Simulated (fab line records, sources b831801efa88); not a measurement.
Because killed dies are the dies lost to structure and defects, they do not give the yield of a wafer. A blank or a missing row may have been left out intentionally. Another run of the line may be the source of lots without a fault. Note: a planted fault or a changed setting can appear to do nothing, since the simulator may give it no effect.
Struck lot and sound lot, side by side -- flow sky130 -- 18 steps out of a route of 708
Sound: the wafers L249.2, L249.3, L249.5. Struck: wafer L260.1 (left out: L260.2, L260.4 of the same lot, which were not struck); the cause appears at the end.
At each step with rows: each side's tool, then ch and its chambers, then its first start. Under that, the readings that differ: sound wafers -- struck wafers -- difference of the means -- sigmas: that difference in standard deviations of wafers without a fault.
alike: readings whose means differ by less than 2 such deviations, and words and numbers that are the same on both sides. not compared: withheld readings, readings that some wafer has no value for, bounds like >300 that may hide the same value, and numbers for which the record gives no deviation and whose values overlap.
The two part at a step that has a row with sigmas, a row that says differs or no value, or rows on one side only. Non-overlapping numbers with no deviation appear without sigmas and do not part them. A reading that every wafer of one side lacks parts them only if that side has two wafers or more.

first, 5 steps without rows for these wafers: SKY_VIA4_COAT_06 (resist thk 1140 nm); SKY_VIA4_SOFTBAKE_07 (time 60 s); SKY_VIA4_EXPOSE_08 (exposes mask VIM4, target cd 800 nm); SKY_VIA4_PEB_09; SKY_VIA4_DEVELOP_10 (develop time 60 s).
SKY_VIA4_OVL_MEAS_11:
  sound on overlay-02, day 43 10:11; struck on overlay-01, day 46 15:24
  alike: VIA4_OVL
SKY_VIA4_ETCH_12: etches SiO2 in C4F8/O2/Ar, stops on TiN, target depth 580 nm.
  sound on rie diel-02 ch 2,3, day 43 10:13; struck on rie diel-02 ch 1, day 46 15:26
  alike: oes product au
SKY_VIA4_STRIP_13: strips in O2/N2.
  sound on plasma asher-02 ch 1, day 43 10:17; struck on plasma asher-04 ch 0, day 46 15:31
  alike: drypump motor current A, oes product au, strip time to endpoint s
  not compared: rf hours counter h
then, 3 steps without rows for these wafers: SKY_VIA4_STRIP_14 (strips in post etch residue remover, time 1200 s); SKY_VIA4_CLEAN_15 (cleans in IPA, time 180 s); SKY_VIA4_CLEAN_16 (cleans in O3/DIW).
SKY_VIA4_SPUTTER_17: material TiN, target thk 20 nm, time 80 s.
  sound on pvd sputter-03, day 43 11:00; struck on pvd sputter-04, day 46 16:09
  alike: chamber pressure pa, throttle valve pct
SKY_VIA4_CVD_18: deposits W, target thk 505 nm, time 152.14 s.
  sound on cvd w-02 ch 0,1, day 43 11:04; struck on cvd w-02 ch 0, day 46 16:13
reading,sound,struck,difference,sigmas
model.W_of_VIA4_CVD_18.thk nm (nm),507.9 503.6 499.1,222.1,-281.4,
  alike: heater power w
SKY_VIA4_RS_MEAS_19: measures by four-point-probe.
  sound on film metro-01, day 43 11:14; struck on film metro-01, day 46 16:22
reading,sound,struck,difference,sigmas
VIA4_W_RS (ohm/sq),0.2245 0.2269 0.2294,0.5202,+0.2933,+99 or more
SKY_VIA4_THK_MEAS_20: measures by xrf.
  sound on film metro-01, day 43 11:20; struck on film metro-01, day 46 16:29
reading,sound,struck,difference,sigmas
VIA4_W_THK (nm),531 527 519,230,-296,-36
SKY_VIA4_CMP_21: polishes, stops on SiO2, t overpolish 25 s, target thk 0 nm.
  sound on cmp-01 ch 0,1,2, day 43 12:18; struck on cmp-02 ch 1, day 46 17:52
reading,sound,struck,difference,sigmas
time to endpoint s (s),113 118 118,54,-62,-16
  alike: motor current A, slurry flow ml min
SKY_METAL5_SPUTTER_00: material Ti, target thk 15 nm, time 10 s.
  sound on pvd sputter-04, day 43 12:30; struck on pvd sputter-04, day 46 18:10
  alike: chamber pressure pa, throttle valve pct
following that, these wafers have no rows for 1 step: SKY_PAD_OPEN_PROBE_99.

## WHERE THEY PART
At SKY_VIA4_RS_MEAS_19 first; at SKY_VIA4_CMP_21 last (within this record only). Later steps at which nothing parts them and some readings are alike: SKY_METAL5_SPUTTER_00.

WHY: what the simulator had put in
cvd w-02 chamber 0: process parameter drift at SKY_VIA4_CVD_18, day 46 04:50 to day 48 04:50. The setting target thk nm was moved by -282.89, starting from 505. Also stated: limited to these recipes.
